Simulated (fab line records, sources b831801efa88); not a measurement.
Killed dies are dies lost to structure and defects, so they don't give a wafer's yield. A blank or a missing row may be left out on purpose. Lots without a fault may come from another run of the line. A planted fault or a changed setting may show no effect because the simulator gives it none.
A struck lot beside a sound one | flow gf180mcu | 18 steps out of a route of 602
Sound: wafers L876.3, L876.4, L876.5. Struck: wafers L880.1, L880.5, L880.6. The cause comes at the end.
At each step with rows: each side's tool, then ch and its chambers, then its first start. Under that, the readings that differ: sound wafers | struck wafers | difference of the means | sigmas: that difference in standard deviations of wafers without a fault.
alike: readings whose means differ by less than 2 such deviations, and words and numbers that are the same on both sides. not compared: withheld readings, readings that some wafer has no value for, bounds like >300 that may hide the same value, and numbers for which the record gives no deviation and whose values overlap.
The two part at a step that has a row with sigmas, a row that says differs or no value, or rows on one side only. Numbers that don't overlap but have no deviation are shown without sigmas and don't part them. A reading that every wafer of one side lacks parts them only if that side has two wafers or more.

first, 1 step without rows for these wafers: GF_POLY_GATE_CVD_00 (deposits poly-Si, target thk 200 nm, time 1200 s).
GF_POLY_GATE_THK_MEAS_01:
  sound on film_metro-03, day 10 10:56; struck on film_metro-03, day 11 18:34
  alike: POLY_GATE_CVD_00_THK
then, 8 steps without rows for these wafers: GF_POLY_GATE_DEHYDRATE_02 (time 60 s); GF_POLY_GATE_HMDS_03 (prime time 60 s); GF_POLY_GATE_COAT_04; GF_POLY_GATE_COAT_05 (resist thk 700 nm); GF_POLY_GATE_SOFTBAKE_06 (time 60 s); GF_POLY_GATE_EXPOSE_07 (exposes mask Poly2, target cd 280 nm); GF_POLY_GATE_PEB_08 (peb time 90 s); GF_POLY_GATE_DEVELOP_09 (develop time 60 s).
GF_POLY_GATE_CD_MEAS_10: target cd 280 nm.
  sound on cd_sem-01, day 11 05:14; struck on cd_sem-01, day 12 13:58
  alike: cd_nm
GF_POLY_GATE_OVL_MEAS_11:
  sound on overlay-01, day 11 05:20; struck on overlay-01, day 12 14:05
  alike: POLY_GATE_OVL
GF_POLY_GATE_ETCH_12: etches BARC in N2/H2.
  sound on rie_diel-04 ch 1,2, day 11 05:22; struck on rie_diel-04 ch 0,2,3, day 12 14:07
  no value came back on the struck wafers for any of 5 readings (bias_w (W), chamber_pressure_mTorr (mTorr) and others); on the sound wafers bias_w (W) reads 99.88 99.78 100.28
GF_POLY_GATE_ETCH_13: etches poly-Si in HBr/Cl2, stops on SiO2, target depth 198.5 nm, time 69.6 s.
  sound on rie_si-01 ch 1,3, day 11 05:25; struck on rie_si-01 ch 0,1, day 12 14:10
  reading               | sound             | struck            | difference | sigmas
  bias_w (W)            | 99.1 99.4 99.4    | 100.2 100.4 99.8  | +0.8       | +2
  oes_product_au (a.u.) | 0.994 0.977 0.978 | 0.267 0.272 0.274 | -0.712     | -77
  alike: HBr_flow_sccm, drypump_motor_current_A, throttle_valve_pct
  not compared: rf_hours_counter_h
GF_POLY_GATE_STRIP_14: strips in O2/N2.
  sound on plasma_asher-03 ch 0,1, day 11 05:30; struck on plasma_asher-03 ch 0,1, day 12 14:14
  reading               | sound             | struck            | difference | sigmas
  oes_product_au (a.u.) | 0.503 0.506 0.507 | 0.530 0.532 0.532 | +0.026     | +5
  alike: drypump_motor_current_A, heater_power_w
  not compared: rf_hours_counter_h
then, 2 steps without rows for these wafers: GF_POLY_GATE_CLEAN_15 (cleans in SC1/SC2, time 150 s); GF_POLY_GATE_OXIDATION_16 (stabilise 600 s, purge 300 s, target thk 4 nm).
GF_POLY_GATE_CD_MEAS_18:
  sound on cd_sem-01, day 11 07:30; struck on cd_sem-01, day 12 15:41
  reading    | sound             | struck | difference                    | sigmas
  cd_nm (nm) | 280.5 279.9 280.3 | - - -  | no value on the struck wafers |

WHERE THEY PART
First at GF_POLY_GATE_ETCH_12; last, within this record, at GF_POLY_GATE_CD_MEAS_18.

WHY: what the simulator had put in
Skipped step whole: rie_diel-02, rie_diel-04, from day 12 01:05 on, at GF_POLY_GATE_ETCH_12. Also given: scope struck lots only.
